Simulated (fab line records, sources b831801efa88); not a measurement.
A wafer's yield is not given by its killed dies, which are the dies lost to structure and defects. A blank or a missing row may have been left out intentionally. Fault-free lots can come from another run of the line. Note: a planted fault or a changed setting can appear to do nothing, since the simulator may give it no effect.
Chamber matching / flow sky130 / 4 sister chambers for SKY_VIA3_ETCH_14 on rie_diel-02
The step etches BARC in N2/H2, stops on SiO2, time 45.9 s, target depth 60 nm. 14 wafers are shown with their chamber, then 7 later ones without.

WAFERS PAIRED WITH THEIR CHAMBERS
wafer=L075.1; chamber=2; drypump_motor_current_A (A)=5.6; rf_fwd_power_W (W)=496.5; oes_product_au (a.u.)=0.850
wafer=L075.2; chamber=0; drypump_motor_current_A (A)=6.1; rf_fwd_power_W (W)=490.1; oes_product_au (a.u.)=0.864
wafer=L075.4; chamber=1; drypump_motor_current_A (A)=5.6; rf_fwd_power_W (W)=495.6; oes_product_au (a.u.)=0.851
wafer=L077.1; chamber=0; drypump_motor_current_A (A)=6.1; rf_fwd_power_W (W)=490.2; oes_product_au (a.u.)=0.850
wafer=L077.4; chamber=1; drypump_motor_current_A (A)=5.6; rf_fwd_power_W (W)=498.0; oes_product_au (a.u.)=0.855
wafer=L077.5; chamber=0; drypump_motor_current_A (A)=6.1; rf_fwd_power_W (W)=492.4; oes_product_au (a.u.)=0.853
wafer=L080.1; chamber=2; drypump_motor_current_A (A)=5.6; rf_fwd_power_W (W)=498.5; oes_product_au (a.u.)=0.854
wafer=L080.2; chamber=3; drypump_motor_current_A (A)=5.6; rf_fwd_power_W (W)=496.1; oes_product_au (a.u.)=0.856
wafer=L080.4; chamber=0; drypump_motor_current_A (A)=6.1; rf_fwd_power_W (W)=494.3; oes_product_au (a.u.)=0.850
wafer=L087.2; chamber=2; drypump_motor_current_A (A)=5.6; rf_fwd_power_W (W)=495.7; oes_product_au (a.u.)=0.854
wafer=L087.3; chamber=0; drypump_motor_current_A (A)=6.1; rf_fwd_power_W (W)=492.4; oes_product_au (a.u.)=0.843
wafer=L087.5; chamber=2; drypump_motor_current_A (A)=5.6; rf_fwd_power_W (W)=494.1; oes_product_au (a.u.)=0.846
wafer=L089.2; chamber=1; drypump_motor_current_A (A)=5.7; rf_fwd_power_W (W)=494.8; oes_product_au (a.u.)=0.861
wafer=L089.3; chamber=2; drypump_motor_current_A (A)=5.6; rf_fwd_power_W (W)=494.7; oes_product_au (a.u.)=0.849

SIGNATURES, as means of the wafers listed above
reading=drypump_motor_current_A; chamber 0=6.100; chamber 1=5.633; chamber 2=5.600; chamber 3=5.600; scatter within a chamber=0.0258
reading=rf_fwd_power_W; chamber 0=491.880; chamber 1=496.133; chamber 2=495.900; chamber 3=496.100; scatter within a chamber=1.73
reading=oes_product_au; chamber 0=0.85200; chamber 1=0.85567; chamber 2=0.85060; chamber 3=0.85600; scatter within a chamber=0.00576
Rule: distance of a wafer from a chamber = root of the sum over the readings of ((wafer's reading minus chamber's mean) / reading's scatter) squared. If the next closest chamber is less than 2 further off than the closest, the wafer can't be placed; otherwise it belongs to the closest. The scatter: the root of (the sum of the squares of (reading less its chamber's mean) over the shown wafers, divided by (wafers less chambers)).

WAFERS WHOSE CHAMBER IS MISSING
wafer=L089.4; drypump_motor_current_A (A)=5.6; rf_fwd_power_W (W)=498.1; oes_product_au (a.u.)=0.852
wafer=L090.2; drypump_motor_current_A (A)=5.6; rf_fwd_power_W (W)=493.5; oes_product_au (a.u.)=0.861
wafer=L090.4; drypump_motor_current_A (A)=5.6; rf_fwd_power_W (W)=494.9; oes_product_au (a.u.)=0.856
wafer=L090.6; drypump_motor_current_A (A)=5.6; rf_fwd_power_W (W)=495.7; oes_product_au (a.u.)=0.853
wafer=L091.1; drypump_motor_current_A (A)=5.6; rf_fwd_power_W (W)=495.4; oes_product_au (a.u.)=0.849
wafer=L091.3; drypump_motor_current_A (A)=5.6; rf_fwd_power_W (W)=494.4; oes_product_au (a.u.)=0.854
wafer=L091.4; drypump_motor_current_A (A)=5.6; rf_fwd_power_W (W)=495.3; oes_product_au (a.u.)=0.854

WHICH CHAMBER EACH WENT THROUGH
wafer=L089.4; from the rows above=can't be placed: 2 or 3 or 1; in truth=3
wafer=L090.2; from the rows above=can't be placed: 3 or 1 or 2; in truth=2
wafer=L090.4; from the rows above=can't be placed: 3 or 2 or 1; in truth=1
wafer=L090.6; from the rows above=can't be placed: 2 or 3 or 1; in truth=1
wafer=L091.1; from the rows above=can't be placed: 2 or 3 or 1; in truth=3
wafer=L091.3; from the rows above=can't be placed: 3 or 2 or 1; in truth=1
wafer=L091.4; from the rows above=can't be placed: 3 or 2 or 1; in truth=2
Placed correctly: 0 of 7. These rows do not allow placing 7 (true chamber among the candidates in 7). Wrongly placed: 0.
